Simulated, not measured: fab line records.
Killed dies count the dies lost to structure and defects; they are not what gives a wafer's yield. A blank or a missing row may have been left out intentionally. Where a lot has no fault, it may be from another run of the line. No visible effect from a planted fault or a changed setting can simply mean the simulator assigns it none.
Matching of chambers / flow sky130 / SKY_FIELD_ISO_WET_ETCH_28 on wet bench-01: 4 sister chambers
The step etches SiO2 in dHF, target depth 23.7 nm, time 47 s. 4 wafers are shown with their chamber, then 8 later ones without.

## WAFERS, EACH WITH ITS CHAMBER
wafer=L529.6; chamber=3; temp c (C)=25.14
wafer=L530.5; chamber=2; temp c (C)=25.07
wafer=L531.5; chamber=1; temp c (C)=24.96
wafer=L533.1; chamber=0; temp c (C)=25.00

## WAFERS WITH NO CHAMBER GIVEN
wafer=L533.4; temp c (C)=25.03
wafer=L533.6; temp c (C)=25.00
wafer=L536.1; temp c (C)=25.09
wafer=L536.2; temp c (C)=24.77
wafer=L536.6; temp c (C)=25.09
wafer=L550.2; temp c (C)=25.09
wafer=L550.5; temp c (C)=24.88
wafer=L550.6; temp c (C)=25.09

## EACH ONE'S CHAMBER
wafer=L533.4; from the rows above=can't be placed: 0 or 2 or 1 or 3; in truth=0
wafer=L533.6; from the rows above=can't be placed: 0 or 1 or 2 or 3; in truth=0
wafer=L536.1; from the rows above=can't be placed: 2 or 3 or 0 or 1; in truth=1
wafer=L536.2; from the rows above=can't be placed: 1 or 0 or 2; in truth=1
wafer=L536.6; from the rows above=can't be placed: 2 or 3 or 0 or 1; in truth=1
wafer=L550.2; from the rows above=can't be placed: 2 or 3 or 0 or 1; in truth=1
wafer=L550.5; from the rows above=can't be placed: 1 or 0 or 2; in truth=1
wafer=L550.6; from the rows above=can't be placed: 2 or 3 or 0 or 1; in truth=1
0 of 8 placed correctly. Unplaceable from these rows: 8, with the true chamber sitting among the candidates in 8. Placed wrongly: 0.
How it was worked out, from the rows above alone: a wafer's distance from a chamber is the root of the sum, over the readings, of the square of ((its reading less the chamber's mean) divided by the reading's scatter). If the next closest chamber is less than 2 further off than the closest, the wafer can't be placed; otherwise it belongs to the closest. For every chamber, the mean is computed from those of its wafers that are shown. The scatter (one wafer shown for each chamber): square how far every hidden wafer sits from the nearest shown wafer, average those squares and take the square root.
